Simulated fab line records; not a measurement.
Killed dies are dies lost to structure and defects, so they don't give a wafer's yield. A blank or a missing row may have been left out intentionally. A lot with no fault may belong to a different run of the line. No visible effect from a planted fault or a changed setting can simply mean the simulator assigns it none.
The tool behind it: which one? / flow sky130 / 12 lots, 36 wafers sampled, at 4 steps of a route of 708

== WHAT EACH GAUGE READ, for each wafer ==
SKY_PASSIVATION_THK_MEAS_03.
lot=L506; measured=day 44 02:28; on=film-metro-04; PASSIVATION_CVD_02_THK (nm)=522 536 535
lot=L507; measured=day 44 12:22; on=film-metro-03; PASSIVATION_CVD_02_THK (nm)=539 551 542
lot=L508; measured=day 44 16:27; on=film-metro-02; PASSIVATION_CVD_02_THK (nm)=531 539 534
lot=L509; measured=day 44 18:20; on=film-metro-02; PASSIVATION_CVD_02_THK (nm)=541 547 552
lot=L511; measured=day 45 13:52; on=film-metro-03; PASSIVATION_CVD_02_THK (nm)=535 540 534
lot=L515; measured=day 46 13:10; on=film-metro-02; PASSIVATION_CVD_02_THK (nm)=533 542 557
lot=L517; measured=day 46 19:50; on=film-metro-04; PASSIVATION_CVD_02_THK (nm)=536 543 545
lot=L521; measured=day 48 02:57; on=film-metro-03; PASSIVATION_CVD_02_THK (nm)=540 548 551
lot=L523; measured=day 48 10:13; on=film-metro-03; PASSIVATION_CVD_02_THK (nm)=534 547 541
lot=L524; measured=day 48 10:26; on=film-metro-02; PASSIVATION_CVD_02_THK (nm)=534 548 543
lot=L527; measured=day 49 12:12; on=film-metro-03; PASSIVATION_CVD_02_THK (nm)=545 534 536
lot=L528; measured=day 49 13:37; on=film-metro-04; PASSIVATION_CVD_02_THK (nm)=536 553 541

== TOOL THAT RAN EACH LOT (tool first, then ch and the chambers of the sampled wafers, then the start) ==
lot=L506; SKY_METAL3_SPUTTER_00=pvd-sputter-02, day 36 15:32; SKY_METAL5_SPUTTER_04=pvd-sputter-02, day 43 02:23; SKY_METAL5_METAL_ETCH_15=rie-metal-03 ch 0,1, day 44 01:13
lot=L507; SKY_METAL3_SPUTTER_00=pvd-sputter-03, day 37 05:22; SKY_METAL5_SPUTTER_04=pvd-sputter-03, day 43 13:18; SKY_METAL5_METAL_ETCH_15=rie-metal-03 ch 0,1, day 44 11:17
lot=L508; SKY_METAL3_SPUTTER_00=pvd-sputter-02, day 37 07:36; SKY_METAL5_SPUTTER_04=pvd-sputter-03, day 43 17:03; SKY_METAL5_METAL_ETCH_15=rie-metal-03 ch 0,1, day 44 15:21
lot=L509; SKY_METAL3_SPUTTER_00=pvd-sputter-04, day 37 09:05; SKY_METAL5_SPUTTER_04=pvd-sputter-03, day 43 18:31; SKY_METAL5_METAL_ETCH_15=rie-metal-02 ch 0,1, day 44 17:15
lot=L511; SKY_METAL3_SPUTTER_00=pvd-sputter-04, day 38 05:49; SKY_METAL5_SPUTTER_04=pvd-sputter-01, day 44 16:10; SKY_METAL5_METAL_ETCH_15=rie-metal-02 ch 0, day 45 12:43
lot=L515; SKY_METAL3_SPUTTER_00=pvd-sputter-02, day 39 09:07; SKY_METAL5_SPUTTER_04=pvd-sputter-03, day 45 14:41; SKY_METAL5_METAL_ETCH_15=rie-metal-01 ch 1, day 46 11:48
lot=L517; SKY_METAL3_SPUTTER_00=pvd-sputter-02, day 39 21:55; SKY_METAL5_SPUTTER_04=pvd-sputter-01, day 45 22:27; SKY_METAL5_METAL_ETCH_15=rie-metal-03 ch 1, day 46 18:41
lot=L521; SKY_METAL3_SPUTTER_00=pvd-sputter-04, day 41 05:58; SKY_METAL5_SPUTTER_04=pvd-sputter-03, day 47 05:51; SKY_METAL5_METAL_ETCH_15=rie-metal-01 ch 0,1, day 48 01:49
lot=L523; SKY_METAL3_SPUTTER_00=pvd-sputter-03, day 41 17:02; SKY_METAL5_SPUTTER_04=pvd-sputter-01, day 47 13:22; SKY_METAL5_METAL_ETCH_15=rie-metal-01 ch 0,1, day 48 09:02
lot=L524; SKY_METAL3_SPUTTER_00=pvd-sputter-03, day 41 19:05; SKY_METAL5_SPUTTER_04=pvd-sputter-03, day 47 13:37; SKY_METAL5_METAL_ETCH_15=rie-metal-03 ch 0,1, day 48 09:14
lot=L527; SKY_METAL3_SPUTTER_00=pvd-sputter-02, day 43 05:01; SKY_METAL5_SPUTTER_04=pvd-sputter-02, day 48 17:07; SKY_METAL5_METAL_ETCH_15=rie-metal-01 ch 0, day 49 11:01
lot=L528; SKY_METAL3_SPUTTER_00=pvd-sputter-04, day 43 06:04; SKY_METAL5_SPUTTER_04=pvd-sputter-02, day 48 18:48; SKY_METAL5_METAL_ETCH_15=rie-metal-02 ch 0, day 49 12:14
- SKY_METAL3_SPUTTER_00: material Ti, target thk 15 nm, time 10 s.
- SKY_METAL5_SPUTTER_04: material TiN, target thk 70 nm, time 58.3 s.
- SKY_METAL5_METAL_ETCH_15: etches the open film in Cl2/BCl3, stops on SiO2, target depth 1260 nm, time 264.4 s.

== AS READ BY THE TOOLS THEMSELVES (means over the sampled wafers that have a number; for cases with no such wafer, the mark the record gives instead) ==
SKY_METAL3_SPUTTER_00.
lot=L506; tool=pvd-sputter-02; throttle-valve-pct (%)=31.0
lot=L507; tool=pvd-sputter-03; throttle-valve-pct (%)=30.3
lot=L508; tool=pvd-sputter-02; throttle-valve-pct (%)=32.1
lot=L509; tool=pvd-sputter-04; throttle-valve-pct (%)=28.8
lot=L511; tool=pvd-sputter-04; throttle-valve-pct (%)=28.9
lot=L515; tool=pvd-sputter-02; throttle-valve-pct (%)=29.2
lot=L517; tool=pvd-sputter-02; throttle-valve-pct (%)=30.7
lot=L521; tool=pvd-sputter-04; throttle-valve-pct (%)=29.0
lot=L523; tool=pvd-sputter-03; throttle-valve-pct (%)=29.9
lot=L524; tool=pvd-sputter-03; throttle-valve-pct (%)=30.8
lot=L527; tool=pvd-sputter-02; throttle-valve-pct (%)=30.0
lot=L528; tool=pvd-sputter-04; throttle-valve-pct (%)=30.3

SKY_METAL5_SPUTTER_04.
lot=L506; tool=pvd-sputter-02; throttle-valve-pct (%)=30.9
lot=L507; tool=pvd-sputter-03; throttle-valve-pct (%)=30.0
lot=L508; tool=pvd-sputter-03; throttle-valve-pct (%)=29.0
lot=L509; tool=pvd-sputter-03; throttle-valve-pct (%)=30.3
lot=L511; tool=pvd-sputter-01; throttle-valve-pct (%)=30.8
lot=L515; tool=pvd-sputter-03; throttle-valve-pct (%)=29.8
lot=L517; tool=pvd-sputter-01; throttle-valve-pct (%)=29.2
lot=L521; tool=pvd-sputter-03; throttle-valve-pct (%)=29.8
lot=L523; tool=pvd-sputter-01; throttle-valve-pct (%)=30.2
lot=L524; tool=pvd-sputter-03; throttle-valve-pct (%)=30.7
lot=L527; tool=pvd-sputter-02; throttle-valve-pct (%)=30.4
lot=L528; tool=pvd-sputter-02; throttle-valve-pct (%)=29.5

SKY_METAL5_METAL_ETCH_15.
lot=L506; tool=rie-metal-03; drypump-motor-current-A (A)=6.1; oes-product-au (a.u.)=0.888; throttle-valve-pct (%)=22.269
lot=L507; tool=rie-metal-03; drypump-motor-current-A (A)=6.1; oes-product-au (a.u.)=0.886; throttle-valve-pct (%)=22.271
lot=L508; tool=rie-metal-03; drypump-motor-current-A (A)=6.0; oes-product-au (a.u.)=0.894; throttle-valve-pct (%)=22.271
lot=L509; tool=rie-metal-02; drypump-motor-current-A (A)=5.7; oes-product-au (a.u.)=0.888; throttle-valve-pct (%)=22.259
lot=L511; tool=rie-metal-02; drypump-motor-current-A (A)=5.6; oes-product-au (a.u.)=0.896; throttle-valve-pct (%)=22.257
lot=L515; tool=rie-metal-01; drypump-motor-current-A (A)=6.0; oes-product-au (a.u.)=0.894; throttle-valve-pct (%)=22.264
lot=L517; tool=rie-metal-03; drypump-motor-current-A (A)=6.3; oes-product-au (a.u.)=0.891; throttle-valve-pct (%)=22.266
lot=L521; tool=rie-metal-01; drypump-motor-current-A (A)=5.6; oes-product-au (a.u.)=0.895; throttle-valve-pct (%)=22.265
lot=L523; tool=rie-metal-01; drypump-motor-current-A (A)=5.3; oes-product-au (a.u.)=0.894; throttle-valve-pct (%)=22.263
lot=L524; tool=rie-metal-03; drypump-motor-current-A (A)=5.9; oes-product-au (a.u.)=0.895; throttle-valve-pct (%)=22.253
lot=L527; tool=rie-metal-01; drypump-motor-current-A (A)=4.9; oes-product-au (a.u.)=0.897; throttle-valve-pct (%)=22.259
lot=L528; tool=rie-metal-02; drypump-motor-current-A (A)=5.6; oes-product-au (a.u.)=0.894; throttle-valve-pct (%)=22.264

== THE ANSWER, worked out from the rows above alone ==
Rule: what is usual is taken from the lots themselves. Put in order of their means at a reading, lots are off if they are a third of the lots or fewer, leave a main group of 4 or more, and stand apart from it by a gap of 3 or more times the standard deviation of the main group's means; of several such gaps the widest counts. The tables above print the reading to a certain number of digits; a main group whose means all agree to those digits is not used. A lot without any number at a reading at which 4 lots or more have one is off too. Any other lot the step has rows for is counted as sound. First the gauges in route order, then the tools' own readings, where a lot's mean is used as printed above. The first step at which some lot is off is used, and at that step the reading that is off furthest; a lot without a number counts as furthest.
No lot is off on any of the readings shown, so nothing can be concluded from this.

== WHAT THE SIMULATOR PUT IN ==
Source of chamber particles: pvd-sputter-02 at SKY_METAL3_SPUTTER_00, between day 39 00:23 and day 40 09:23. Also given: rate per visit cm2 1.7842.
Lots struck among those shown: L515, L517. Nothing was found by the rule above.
